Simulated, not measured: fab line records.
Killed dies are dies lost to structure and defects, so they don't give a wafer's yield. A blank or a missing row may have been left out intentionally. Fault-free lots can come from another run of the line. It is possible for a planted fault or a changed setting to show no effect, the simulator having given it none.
fab line records	flow sky130
record lots=7	wafers=21	last-day=50
route steps=708 shown VT_ADJUST_HVTP@87 VT_ADJUST_LVTN@97 VT_ADJUST_NCORE@119 VT_ADJUST_HVTR@142 VT_ADJUST_PCH@153 SONOS_TUNNEL@166
lots that met no fault: taken from a fault-free run of the same line
start-h: hours from the record's first day to the start of the lot's first wafer shown	wait-h: time in hours since the lot's previous step	" the same as in the row above	L1.1+2: a single row standing in for several wafers	- either no value or no given start	* or withheld: withheld	< > ~ a bound
route shown NAME@n: NAME is a module with steps in the file, n the number in the route of the first one	usual: mean/standard deviation taken from wafers without a fault	same: alike in all rows	chamber/n: place in a boat	sites: readings site by site	_std_site: the standard deviation of these	_edge_site: inner sites' mean taken away from outer sites' mean	radius-mm: how far each site lies from the wafer's centre	mask NAME#n: copy n	behind: the tool/chamber that last shaped the wafer	hold: cause of the lot's hold/its duration in hours/its outcome	device: which transistor (n, p or np) failed to switch	end of line: tests run on the same wafers once the route is complete	step lacking rows: just its recipe	killed: at the first sort, the dies lost to defects and structure; wafer yield is something else	map: per-die view of a wafer (x killed, . not killed, _ where there is no die)
set.NAME: the setting as run; set.NAME@STEP: as run at that earlier step	model.NAME: the simulator's own value behind a step, which no gauge read
a table for each step, a row for each wafer; lots at some steps of the route
services: from which hour (start-h, from the record's first day; less than 0 if before it) a tool's chamber was out of use, for how many hours, and why
## steps
# step SKY_VT_ADJUST_HVTP_COAT_02
# recipe resist=NOVOLAK	spin-rpm=3000	resist-thk-nm=1140
# step SKY_VT_ADJUST_HVTP_SOFTBAKE_03
# recipe temp-c=90	time-s=60	resist=NOVOLAK
# step SKY_VT_ADJUST_HVTP_EXPOSE_04
# recipe mask-id=HVTPM	na=0.6	source-shape=conventional	sigma-outer=0.6	polarization=unpolarized	target-cd-nm=380	dose-mj=140
# step SKY_VT_ADJUST_HVTP_PEB_05
# recipe temp-c=withheld	time-s=*	resist=NOVOLAK
# step SKY_VT_ADJUST_HVTP_DEVELOP_06
# recipe resist=NOVOLAK	developer=TMAH	develop-time-s=61.85	dev-temp-c=23
# step SKY_VT_ADJUST_HVTP_CD_MEAS_07
# recipe target-cd-nm=380
# usual cd-nm=379.0/2.5
lot.wafer	tool	chamber	start-h	wait-h	cd-nm
L405.1	cd-sem-02	-	129.58	0.1	376.5
L405.5	"	-	"	"	375.7
L405.6	"	-	"	"	375.6
L406.2	cd-sem-02	-	133.06	0.1	378.5
L406.3	"	-	"	"	381.7
L406.4	"	-	"	"	380.8
L411.1	cd-sem-01	-	163.18	0.2	379.3
L411.5	"	-	"	"	380.1
L411.6	"	-	"	"	378.4
L418.2	cd-sem-01	-	207.70	0.1	379.6
L418.3	"	-	"	"	379.2
L418.4	"	-	"	"	378.8
L423.1	cd-sem-01	-	244.78	0.1	384.3
L423.5	"	-	"	"	382.2
L423.6	"	-	"	"	380.1
L424.2	cd-sem-01	-	249.56	0.1	377.2
L424.4	"	-	"	"	378.6
L424.5	"	-	"	"	379.2
L425.2	cd-sem-02	-	254.50	0.1	375.2
L425.3	"	-	"	"	372.8
L425.4	"	-	"	"	374.2
# step SKY_VT_ADJUST_HVTP_OVL_MEAS_08
# usual VT_ADJUST_HVTP_OVL=1.4/1.7
lot.wafer	tool	chamber	start-h	wait-h	VT_ADJUST_HVTP_OVL[nm]
L405.1	overlay-02	-	129.70	0.1	2.2
L405.5	"	-	"	"	1.9
L405.6	"	-	"	"	0.3
L406.2	overlay-01	-	133.17	0.1	4.3
L406.3	"	-	"	"	5.3
L406.4	"	-	"	"	3.9
L411.1	overlay-02	-	163.30	0.1	1.6
L411.5	"	-	"	"	-0.7
L411.6	"	-	"	"	-0.8
L418.2	overlay-02	-	207.80	0.1	-0.2
L418.3	"	-	"	"	-0.4
L418.4	"	-	"	"	2.4
L423.1	overlay-01	-	244.90	0.1	1.0
L423.5	"	-	"	"	1.5
L423.6	"	-	"	"	1.1
L424.2	overlay-02	-	249.67	0.1	3.3
L424.4	"	-	"	"	3.0
L424.5	"	-	"	"	1.8
L425.2	overlay-02	-	254.60	0.1	-1.7
L425.3	"	-	"	"	0.3
L425.4	"	-	"	"	0.8
# step SKY_VT_ADJUST_HVTP_IMPLANT_09
# recipe species=As	energy-kev=150	dose-cm2=4.3e+12	tilt-deg=withheld
# step SKY_VT_ADJUST_HVTP_STRIP_10
# recipe chemistry=O2/N2	power-w=1400	pressure-mtorr=1500	platen-temp-c=withheld	o2-flow-sccm=3000	n2-flow-sccm=300	overash-fraction=0.5
# usual drypump-motor-current-A=5.8/0.48	oes-product-au=0.716/0.0043	strip-time-to-endpoint-s=14.19/0.041
lot.wafer	tool	chamber	start-h	wait-h	drypump-motor-current-A	oes-product-au	rf-hours-counter-h	strip-time-to-endpoint-s
L405.1	plasma-asher-01	1	129.89	0.1	5.9	0.721	43	14.27
L405.5	"	1	"	"	5.9	0.713	-	14.27
L405.6	"	0	"	"	5.4	0.707	-	14.27
L406.2	plasma-asher-01	1	133.35	0.1	5.9	0.719	43	14.22
L406.3	"	1	"	"	5.9	0.710	-	14.19
L406.4	"	0	"	"	5.4	0.717	-	14.15
L411.1	plasma-asher-01	1	163.49	0.1	5.9	0.712	46	14.19
L411.5	"	0	"	"	5.4	0.713	-	14.18
L411.6	"	1	"	"	5.9	0.726	-	14.21
L418.2	plasma-asher-02	1	207.98	0.1	6.2	0.712	7	14.22
L418.3	"	1	"	"	6.2	0.719	-	14.21
L418.4	"	0	"	"	5.0	0.709	-	14.21
L423.1	plasma-asher-03	1	245.09	0.1	6.0	0.715	43	14.17
L423.5	"	1	"	"	5.9	0.719	-	14.19
L423.6	"	0	"	"	6.5	0.712	-	14.14
L424.2	plasma-asher-02	1	249.85	0.1	6.2	0.713	11	14.15
L424.4	"	0	"	"	5.0	0.713	-	14.18
L424.5	"	1	"	"	6.2	0.715	-	14.14
L425.2	plasma-asher-01	0	254.78	0.1	5.4	0.711	55	14.20
L425.3	"	1	"	"	5.9	0.717	-	14.24
L425.4	"	0	"	"	5.4	0.715	-	14.17
# step SKY_VT_ADJUST_HVTP_TW_MEAS_11
# usual VT_ADJUST_HVTP_TW=1355/12
lot.wafer	tool	chamber	start-h	wait-h	VT_ADJUST_HVTP_TW
L405.1	film-metro-04	-	129.99	0.1	1374
L405.5	"	-	"	"	1365
L405.6	"	-	"	"	1366
L406.2	film-metro-03	-	133.46	0.1	1365
L406.3	"	-	"	"	1363
L406.4	"	-	"	"	1352
L411.1	film-metro-03	-	163.59	0.1	1339
L411.5	"	-	"	"	1344
L411.6	"	-	"	"	1339
L418.2	film-metro-03	-	208.09	0.1	1338
L418.3	"	-	"	"	1340
L418.4	"	-	"	"	1347
L423.1	film-metro-04	-	245.19	0.1	1366
L423.5	"	-	"	"	1367
L423.6	"	-	"	"	1370
L424.2	film-metro-04	-	249.96	0.1	1361
L424.4	"	-	"	"	1363
L424.5	"	-	"	"	1355
L425.2	film-metro-02	-	254.89	0.1	1336
L425.3	"	-	"	"	1339
L425.4	"	-	"	"	1339
# step SKY_VT_ADJUST_LVTN_DEHYDRATE_00
# recipe temp-c=200	time-s=60
# step SKY_VT_ADJUST_LVTN_HMDS_01
# recipe prime-time-s=60	prime-temp-c=120
# step SKY_VT_ADJUST_LVTN_COAT_02
# recipe spin-rpm=2000	resist-thk-nm=3000
# usual chill-plate-temp-C=22.98/0.11	dispense-pressure-kPa=47.1/1
lot.wafer	tool	chamber	start-h	wait-h	chill-plate-temp-C	dispense-pressure-kPa
L405.1	litho-track-02	0	139.20	0.1	22.90	48.4
L405.5	"	0	"	"	23.09	48.4
L405.6	"	0	"	"	22.87	48.4
L406.2	litho-track-03	0	142.16	0.1	23.06	47.2
L406.3	"	0	"	"	22.96	47.2
L406.4	"	0	"	"	22.94	47.1
L411.1	litho-track-04	0	173.73	0.1	22.89	45.9
L411.5	"	0	"	"	22.99	45.9
L411.6	"	0	"	"	22.81	45.9
L418.2	litho-track-04	0	218.75	0.1	22.98	45.9
L418.3	"	0	"	"	23.18	45.9
L418.4	"	0	"	"	23.14	46.0
L423.1	litho-track-03	-	256.78	0.1	-	-
L423.5	"	-	"	"	-	-
L423.6	"	-	"	"	-	-
L424.2	litho-track-02	-	261.93	0.1	-	-
L424.4	"	-	"	"	-	-
L424.5	"	-	"	"	-	-
L425.2	litho-track-04	-	267.00	0.1	-	-
L425.3	"	-	"	"	-	-
L425.4	"	-	"	"	-	-
# step SKY_VT_ADJUST_LVTN_SOFTBAKE_03
# recipe temp-c=110	time-s=withheld
# step SKY_VT_ADJUST_LVTN_EXPOSE_04
# recipe mask-id=NWM_COMPLEMENT_LESS_NATIVE	na=0.6	source-shape=conventional	sigma-outer=0.6	polarization=unpolarized	target-cd-nm=840	dose-mj=194
# step SKY_VT_ADJUST_LVTN_PEB_05
# recipe temp-c=115	time-s=withheld
# step SKY_VT_ADJUST_LVTN_DEVELOP_06
# recipe wall-angle-deg=90	developer=TMAH	develop-time-s=60	dev-temp-c=23
# step SKY_VT_ADJUST_LVTN_OVL_MEAS_07
# usual VT_ADJUST_LVTN_OVL=-0.4/1.3
lot.wafer	tool	chamber	start-h	wait-h	VT_ADJUST_LVTN_OVL[nm]
L405.1	overlay-02	-	149.10	-	-0.5
L405.5	"	-	"	"	-1.1
L405.6	"	-	"	"	-1.4
L406.2	overlay-01	-	152.79	-	2.0
L406.3	"	-	"	"	1.7
L406.4	"	-	"	"	-0.4
L411.1	overlay-02	-	183.48	-	-2.6
L411.5	"	-	"	"	-3.9
L411.6	"	-	"	"	-3.0
L418.2	overlay-01	-	230.43	-	0.3
L418.3	"	-	"	"	-1.2
L418.4	"	-	"	"	0.3
L423.1	overlay-01	-	269.20	-	-
L423.5	"	-	"	"	-
L423.6	"	-	"	"	-
L424.2	overlay-01	-	273.91	-	-
L424.4	"	-	"	"	-
L424.5	"	-	"	"	-
L425.2	overlay-02	-	279.08	-	-
L425.3	"	-	"	"	-
L425.4	"	-	"	"	-
# step SKY_VT_ADJUST_LVTN_IMPLANT_08
# recipe species=B	energy-kev=30	dose-cm2=1.57e+12	tilt-deg=withheld
# step SKY_VT_ADJUST_LVTN_STRIP_09
# recipe chemistry=O2/N2	power-w=1400	pressure-mtorr=1500	platen-temp-c=withheld	o2-flow-sccm=3000	n2-flow-sccm=300	overash-fraction=0.5
# usual drypump-motor-current-A=5.8/0.43	oes-product-au=0.722/0.0043	strip-time-to-endpoint-s=36.96/0.095
lot.wafer	tool	chamber	start-h	wait-h	drypump-motor-current-A	oes-product-au	rf-hours-counter-h	strip-time-to-endpoint-s
L405.1	plasma-asher-01	1	149.29	0.1	5.9	0.718	45	37.03
L405.5	"	1	"	"	5.9	0.730	-	36.92
L405.6	"	0	"	"	5.4	0.723	-	36.79
L406.2	plasma-asher-04	0	152.97	0.1	6.3	0.727	47	36.82
L406.3	"	0	"	"	6.3	0.726	-	36.93
L406.4	"	1	"	"	6.2	0.729	-	36.92
L411.1	plasma-asher-01	1	183.67	0.1	5.9	0.722	48	36.92
L411.5	"	1	"	"	5.9	0.721	-	36.89
L411.6	"	0	"	"	5.4	0.720	-	36.88
L418.2	plasma-asher-02	0	230.61	0.1	4.9	0.721	9	36.92
L418.3	"	1	"	"	6.2	0.719	-	36.94
L418.4	"	0	"	"	5.0	0.715	-	36.91
L423.1	plasma-asher-01	1	269.39	0.1	5.9	-	57	-
L423.5	"	0	"	"	5.4	-	-	-
L423.6	"	1	"	"	5.9	-	-	-
L424.2	plasma-asher-02	1	274.09	0.1	6.2	-	14	-
L424.4	"	0	"	"	5.0	-	-	-
L424.5	"	0	"	"	5.0	-	-	-
L425.2	plasma-asher-01	0	279.26	0.1	5.4	-	58	-
L425.3	"	1	"	"	5.9	-	-	-
L425.4	"	0	"	"	5.4	-	-	-
# step SKY_VT_ADJUST_LVTN_TW_MEAS_10
# usual VT_ADJUST_LVTN_TW=239.9/2.9
lot.wafer	tool	chamber	start-h	wait-h	VT_ADJUST_LVTN_TW
L405.1	film-metro-01	-	149.39	0.1	236.6
L405.5	"	-	"	"	237.8
L405.6	"	-	"	"	237.3
L406.2	film-metro-01	-	153.08	0.1	235.8
L406.3	"	-	"	"	236.4
L406.4	"	-	"	"	237.2
L411.1	film-metro-02	-	183.77	0.1	239.7
L411.5	"	-	"	"	240.9
L411.6	"	-	"	"	241.1
L418.2	film-metro-01	-	230.72	0.1	237.4
L418.3	"	-	"	"	236.1
L418.4	"	-	"	"	236.9
L423.1	film-metro-04	-	269.49	0.1	243.9
L423.5	"	-	"	"	244.3
L423.6	"	-	"	"	243.5
L424.2	film-metro-02	-	274.20	0.1	240.2
L424.4	"	-	"	"	239.5
L424.5	"	-	"	"	239.4
L425.2	film-metro-01	-	279.37	0.1	237.1
L425.3	"	-	"	"	238.2
L425.4	"	-	"	"	237.2
# step SKY_VT_ADJUST_LVTN_DEHYDRATE_11
# recipe temp-c=200	time-s=60
# step SKY_VT_ADJUST_LVTN_HMDS_12
# recipe prime-time-s=60	prime-temp-c=120
# step SKY_VT_ADJUST_LVTN_COAT_13
# recipe resist=NOVOLAK	spin-rpm=3000	resist-thk-nm=1140
# step SKY_VT_ADJUST_LVTN_SOFTBAKE_14
# recipe temp-c=90	time-s=60	resist=NOVOLAK
# step SKY_VT_ADJUST_LVTN_EXPOSE_15
# recipe mask-id=HVN_STD_DERIVED	na=0.6	source-shape=conventional	sigma-outer=0.6	polarization=unpolarized	target-cd-nm=600	dose-mj=163
# step SKY_VT_ADJUST_LVTN_PEB_16
# recipe temp-c=withheld	time-s=*	resist=NOVOLAK
# step SKY_VT_ADJUST_LVTN_DEVELOP_17
# recipe resist=NOVOLAK	developer=TMAH	develop-time-s=60	dev-temp-c=23
# step SKY_VT_ADJUST_LVTN_OVL_MEAS_18
# usual VT_ADJUST_LVTN_01_OVL=-0.1/1.3
lot.wafer	tool	chamber	start-h	wait-h	VT_ADJUST_LVTN_01_OVL[nm]
L405.1	overlay-02	-	169.85	0.1	-0.2
L405.5	"	-	"	"	-1.5
L405.6	"	-	"	"	-1.5
L406.2	overlay-02	-	173.29	0.1	0.3
L406.3	"	-	"	"	-0.8
L406.4	"	-	"	"	1.0
L411.1	overlay-01	-	204.13	0.1	0.2
L411.5	"	-	"	"	-1.1
L411.6	"	-	"	"	0.8
L418.2	overlay-02	-	253.61	0.1	-1.6
L418.3	"	-	"	"	0.8
L418.4	"	-	"	"	-0.3
L423.1	overlay-02	-	294.59	0.1	2.4
L423.5	"	-	"	"	1.0
L423.6	"	-	"	"	0.5
L424.2	overlay-01	-	299.48	0.1	1.7
L424.4	"	-	"	"	0.7
L424.5	"	-	"	"	1.3
L425.2	overlay-02	-	304.41	0.1	-2.4
L425.3	"	-	"	"	-0.7
L425.4	"	-	"	"	-1.1
# step SKY_VT_ADJUST_LVTN_IMPLANT_19
# recipe species=B	energy-kev=30	dose-cm2=6.552e+11	tilt-deg=withheld
# step SKY_VT_ADJUST_LVTN_STRIP_20
# recipe chemistry=O2/N2	power-w=1400	pressure-mtorr=1500	platen-temp-c=withheld	o2-flow-sccm=3000	n2-flow-sccm=300	overash-fraction=0.5
# usual drypump-motor-current-A=5.8/0.51	oes-product-au=0.716/0.0045	strip-time-to-endpoint-s=14.20/0.036
lot.wafer	tool	chamber	start-h	wait-h	drypump-motor-current-A	oes-product-au	rf-hours-counter-h	strip-time-to-endpoint-s
L405.1	plasma-asher-02	1	170.04	0.1	6.2	0.723	5	14.21
L405.5	"	1	"	"	6.2	0.709	-	14.24
L405.6	"	0	"	"	5.0	0.726	-	14.19
L406.2	plasma-asher-02	1	173.47	0.1	6.2	0.718	5	14.15
L406.3	"	0	"	"	5.0	0.713	-	14.23
L406.4	"	1	"	"	6.1	0.713	-	14.24
L411.1	plasma-asher-02	1	204.31	0.1	6.2	0.711	7	14.21
L411.5	"	0	"	"	5.0	0.715	-	14.21
L411.6	"	1	"	"	6.2	0.714	-	14.19
L418.2	plasma-asher-01	1	253.79	0.1	5.9	0.719	55	14.18
L418.3	"	0	"	"	5.4	0.715	-	14.20
L418.4	"	1	"	"	6.0	0.712	-	14.15
L423.1	plasma-asher-04	1	294.77	0.1	6.3	0.712	61	14.24
L423.5	"	1	"	"	6.2	0.709	-	14.22
L423.6	"	0	"	"	6.3	0.719	-	14.21
L424.2	plasma-asher-02	1	299.66	0.1	6.2	0.715	17	14.14
L424.4	"	0	"	"	5.0	0.714	-	14.17
L424.5	"	1	"	"	6.2	0.723	-	14.11
L425.2	plasma-asher-01	0	304.59	0.1	5.4	0.718	61	14.19
L425.3	"	0	"	"	5.4	0.714	-	14.19
L425.4	"	1	"	"	5.9	0.715	-	14.20
# step SKY_VT_ADJUST_LVTN_TW_MEAS_21
# usual VT_ADJUST_LVTN_2_TW=188.1/2.4
lot.wafer	tool	chamber	start-h	wait-h	VT_ADJUST_LVTN_2_TW
L405.1	film-metro-04	-	170.14	0.1	189.6
L405.5	"	-	"	"	190.7
L405.6	"	-	"	"	190.5
L406.2	film-metro-01	-	173.58	0.1	184.7
L406.3	"	-	"	"	183.5
L406.4	"	-	"	"	184.9
L411.1	film-metro-02	-	204.41	0.1	187.1
L411.5	"	-	"	"	186.0
L411.6	"	-	"	"	186.7
L418.2	film-metro-04	-	253.90	0.1	189.8
L418.3	"	-	"	"	190.8
L418.4	"	-	"	"	190.0
L423.1	film-metro-02	-	294.87	0.1	265.9
L423.5	"	-	"	"	266.5
L423.6	"	-	"	"	266.2
L424.2	film-metro-04	-	299.77	0.1	269.9
L424.4	"	-	"	"	270.0
L424.5	"	-	"	"	270.3
L425.2	film-metro-04	-	304.70	0.1	269.4
L425.3	"	-	"	"	269.6
L425.4	"	-	"	"	269.8
# step SKY_VT_ADJUST_NCORE_DEHYDRATE_00
# recipe temp-c=200	time-s=60
# step SKY_VT_ADJUST_NCORE_HMDS_01
# recipe prime-time-s=60	prime-temp-c=120
# step SKY_VT_ADJUST_NCORE_COAT_02
# recipe resist=NOVOLAK	spin-rpm=3000	resist-thk-nm=1140
# step SKY_VT_ADJUST_NCORE_SOFTBAKE_03
# recipe temp-c=90	time-s=60	resist=NOVOLAK
# step SKY_VT_ADJUST_NCORE_EXPOSE_04
# recipe mask-id=LVTN_COMPLEMENT_THIN	na=0.6	source-shape=conventional	sigma-outer=0.6	polarization=unpolarized	target-cd-nm=380	dose-mj=139
# step SKY_VT_ADJUST_NCORE_PEB_05
# recipe temp-c=withheld	time-s=*	resist=NOVOLAK
# step SKY_VT_ADJUST_NCORE_DEVELOP_06
# recipe resist=NOVOLAK	developer=TMAH	develop-time-s=60	dev-temp-c=23
# step SKY_VT_ADJUST_NCORE_CD_MEAS_07
# recipe target-cd-nm=380
# usual cd-nm=380.8/2.5
lot.wafer	tool	chamber	start-h	wait-h	cd-nm
L405.1	cd-sem-02	-	190.45	0.1	379.5
L405.5	"	-	"	"	380.2
L405.6	"	-	"	"	381.4
L406.2	cd-sem-01	-	193.50	0.1	381.8
L406.3	"	-	"	"	384.0
L406.4	"	-	"	"	380.7
L411.1	cd-sem-02	-	226.49	0.1	379.5
L411.5	"	-	"	"	378.2
L411.6	"	-	"	"	378.9
L418.2	cd-sem-02	-	278.07	0.1	384.8
L418.3	"	-	"	"	382.3
L418.4	"	-	"	"	382.0
L423.1	cd-sem-01	-	320.00	0.1	383.2
L423.5	"	-	"	"	382.0
L423.6	"	-	"	"	383.2
L424.2	cd-sem-02	-	325.71	0.1	383.1
L424.4	"	-	"	"	379.5
L424.5	"	-	"	"	379.6
L425.2	cd-sem-02	-	330.62	0.1	383.4
L425.3	"	-	"	"	384.4
L425.4	"	-	"	"	385.6
# step SKY_VT_ADJUST_NCORE_OVL_MEAS_08
# usual VT_ADJUST_NCORE_OVL=-0.4/1.3
lot.wafer	tool	chamber	start-h	wait-h	VT_ADJUST_NCORE_OVL[nm]
L405.1	overlay-02	-	190.57	0.1	-1.0
L405.5	"	-	"	"	-0.5
L405.6	"	-	"	"	-0.1
L406.2	overlay-02	-	193.60	0.1	-2.7
L406.3	"	-	"	"	-2.1
L406.4	"	-	"	"	-1.8
L411.1	overlay-01	-	226.61	0.1	-3.0
L411.5	"	-	"	"	-1.7
L411.6	"	-	"	"	-0.9
L418.2	overlay-02	-	278.18	0.1	-2.1
L418.3	"	-	"	"	-1.5
L418.4	"	-	"	"	-2.5
L423.1	overlay-01	-	320.12	0.1	-0.2
L423.5	"	-	"	"	0.0
L423.6	"	-	"	"	0.1
L424.2	overlay-02	-	325.81	0.1	-1.4
L424.4	"	-	"	"	-0.4
L424.5	"	-	"	"	-0.2
L425.2	overlay-02	-	330.73	0.1	0.2
L425.3	"	-	"	"	2.0
L425.4	"	-	"	"	1.5
# step SKY_VT_ADJUST_NCORE_IMPLANT_09
# recipe species=B	energy-kev=10	dose-cm2=2.4e+12	tilt-deg=withheld
# step SKY_VT_ADJUST_NCORE_TW_MEAS_11
# usual VT_ADJUST_NCORE_TW=216.7/1.3
lot.wafer	tool	chamber	start-h	wait-h	VT_ADJUST_NCORE_TW
L405.1	film-metro-01	-	190.86	0.1	213.7
L405.5	"	-	"	"	213.7
L405.6	"	-	"	"	214.4
L406.2	film-metro-01	-	193.89	0.1	215.6
L406.3	"	-	"	"	215.5
L406.4	"	-	"	"	216.7
L411.1	film-metro-01	-	226.90	0.1	215.8
L411.5	"	-	"	"	216.1
L411.6	"	-	"	"	216.1
L418.2	film-metro-01	-	278.47	0.1	215.0
L418.3	"	-	"	"	216.0
L418.4	"	-	"	"	215.5
L423.1	film-metro-01	-	320.41	0.1	277.9
L423.5	"	-	"	"	278.1
L423.6	"	-	"	"	277.8
L424.2	film-metro-02	-	326.10	0.1	280.6
L424.4	"	-	"	"	280.2
L424.5	"	-	"	"	280.7
L425.2	film-metro-02	-	331.02	0.1	280.8
L425.3	"	-	"	"	279.9
L425.4	"	-	"	"	281.4
# step SKY_VT_ADJUST_HVTR_TW_MEAS_11
# usual VT_ADJUST_HVTR_TW=209.9/2.6
lot.wafer	tool	chamber	start-h	wait-h	VT_ADJUST_HVTR_TW
L405.1	film-metro-03	-	212.15	0.1	209.3
L405.5	"	-	"	"	211.3
L405.6	"	-	"	"	208.8
L406.2	film-metro-01	-	216.15	0.1	208.2
L406.3	"	-	"	"	207.0
L406.4	"	-	"	"	206.8
L411.1	film-metro-03	-	249.91	0.1	210.1
L411.5	"	-	"	"	210.9
L411.6	"	-	"	"	209.9
L418.2	film-metro-01	-	303.61	0.1	207.2
L418.3	"	-	"	"	207.0
L418.4	"	-	"	"	206.8
L423.1	film-metro-04	-	347.79	0.1	283.0
L423.5	"	-	"	"	282.6
L423.6	"	-	"	"	280.5
L424.2	film-metro-03	-	353.85	0.1	276.3
L424.4	"	-	"	"	275.5
L424.5	"	-	"	"	275.7
L425.2	film-metro-04	-	358.30	0.1	281.9
L425.3	"	-	"	"	282.1
L425.4	"	-	"	"	280.0
# step SKY_VT_ADJUST_PCH_TW_MEAS_10
# usual VT_ADJUST_PCH_TW=142.6/1.4
lot.wafer	tool	chamber	start-h	wait-h	VT_ADJUST_PCH_TW
L405.1	film-metro-03	-	235.28	0.1	142.2
L405.5	"	-	"	"	141.9
L405.6	"	-	"	"	141.7
L406.2	film-metro-04	-	239.63	0.1	144.2
L406.3	"	-	"	"	144.5
L406.4	"	-	"	"	144.5
L411.1	film-metro-04	-	274.07	0.1	143.9
L411.5	"	-	"	"	143.2
L411.6	"	-	"	"	143.9
L418.2	film-metro-03	-	330.57	0.1	140.7
L418.3	"	-	"	"	141.2
L418.4	"	-	"	"	141.2
L423.1	film-metro-03	-	375.52	0.1	249.4
L423.5	"	-	"	"	249.5
L423.6	"	-	"	"	250.2
L424.2	film-metro-04	-	381.78	0.1	252.8
L424.4	"	-	"	"	252.9
L424.5	"	-	"	"	254.3
L425.2	film-metro-04	-	386.38	0.1	253.8
L425.3	"	-	"	"	253.0
L425.4	"	-	"	"	253.9
# step SKY_SONOS_TUNNEL_TW_MEAS_12
# usual SONOS_TUNNEL_TW=196.1/2.3
lot.wafer	tool	chamber	start-h	wait-h	SONOS_TUNNEL_TW
L405.1	film-metro-01	-	258.00	0.0	193.8
L405.5	"	-	"	"	194.9
L405.6	"	-	"	"	193.8
L406.2	film-metro-04	-	263.90	0.0	198.7
L406.3	"	-	"	"	197.8
L406.4	"	-	"	"	198.4
L411.1	film-metro-04	-	298.80	0.0	197.9
L411.5	"	-	"	"	198.5
L411.6	"	-	"	"	197.8
L418.2	film-metro-02	-	358.41	0.0	195.8
L418.3	"	-	"	"	195.6
L418.4	"	-	"	"	194.6
L423.1	film-metro-04	-	404.39	0.0	273.8
L423.5	"	-	"	"	273.3
L423.6	"	-	"	"	272.9
L424.2	film-metro-04	-	410.46	0.0	271.2
L424.4	"	-	"	"	272.4
L424.5	"	-	"	"	271.8
L425.2	film-metro-01	-	416.21	0.0	266.9
L425.3	"	-	"	"	265.3
L425.4	"	-	"	"	265.4
## services
tool	chamber	start-h	hours	kind
plasma-asher-02	-	108.75	9.0	pm
plasma-asher-02	0	108.75	9.0	vent-cycle
plasma-asher-02	1	108.75	9.0	vent-cycle
plasma-asher-02	0	117.75	-	clean
plasma-asher-02	1	117.75	-	clean
plasma-asher-01	-	153.73	2.8	pm
plasma-asher-02	-	174.68	13.5	repair
plasma-asher-03	-	207.40	0.8	repair
plasma-asher-03	-	242.10	1.5	repair
plasma-asher-04	-	263.98	2.8	pm
plasma-asher-03	-	268.45	12.8	repair
plasma-asher-04	-	269.14	4.6	repair
plasma-asher-02	-	298.69	0.9	repair
## key
first-sign step=SKY_VT_ADJUST_LVTN_COAT_02	reading=tool-record	direction=missing
effect step=SKY_VT_ADJUST_LVTN_OVL_MEAS_07	reading=VT_ADJUST_LVTN_OVL	direction=missing
effect step=SKY_VT_ADJUST_LVTN_TW_MEAS_21	reading=VT_ADJUST_LVTN_2_TW	direction=up	sigmas=34	usual=188.1	struck=268.6
effect step=SKY_VT_ADJUST_NCORE_TW_MEAS_11	reading=VT_ADJUST_NCORE_TW	direction=up	sigmas=50	usual=216.7	struck=279.7
effect step=SKY_VT_ADJUST_HVTR_TW_MEAS_11	reading=VT_ADJUST_HVTR_TW	direction=up	sigmas=27	usual=209.9	struck=279.7
effect step=SKY_VT_ADJUST_PCH_TW_MEAS_10	reading=VT_ADJUST_PCH_TW	direction=up	sigmas=81	usual=142.6	struck=252.2
effect step=SKY_SONOS_TUNNEL_TW_MEAS_12	reading=SONOS_TUNNEL_TW	direction=up	sigmas=32	usual=196.1	struck=270.3
met-at SKY_VT_ADJUST_LVTN_COAT_02
struck-wafers L423.1,L423.5,L423.6,L424.2,L424.4,L424.5,L425.2,L425.3,L425.4
sort-left-out L423.1,L423.5,L423.6,L424.2,L424.4,L424.5,L425.2,L425.3,L425.4
tester-left-out L423,L424,L425
onset-between 218.75 256.78
fault kind=skipped-step-whole	tool=litho-track-02,litho-track-03,litho-track-04	chamber=-	onset-h=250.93	steps=SKY_VT_ADJUST_LVTN_COAT_02	scope=struck-lots-only
# tester-left-out: of these lots the tester's yield and bins aren't shown, on N5 and GAA mostly nor the transistor test; their killed dies are dies lost to structure and defects alone, not to doping, threshold or leakage, so they don't give the yield
# sort-left-out: the simulated sort isn't trusted on such a fault, so these wafers' sort isn't shown, and their yield isn't known
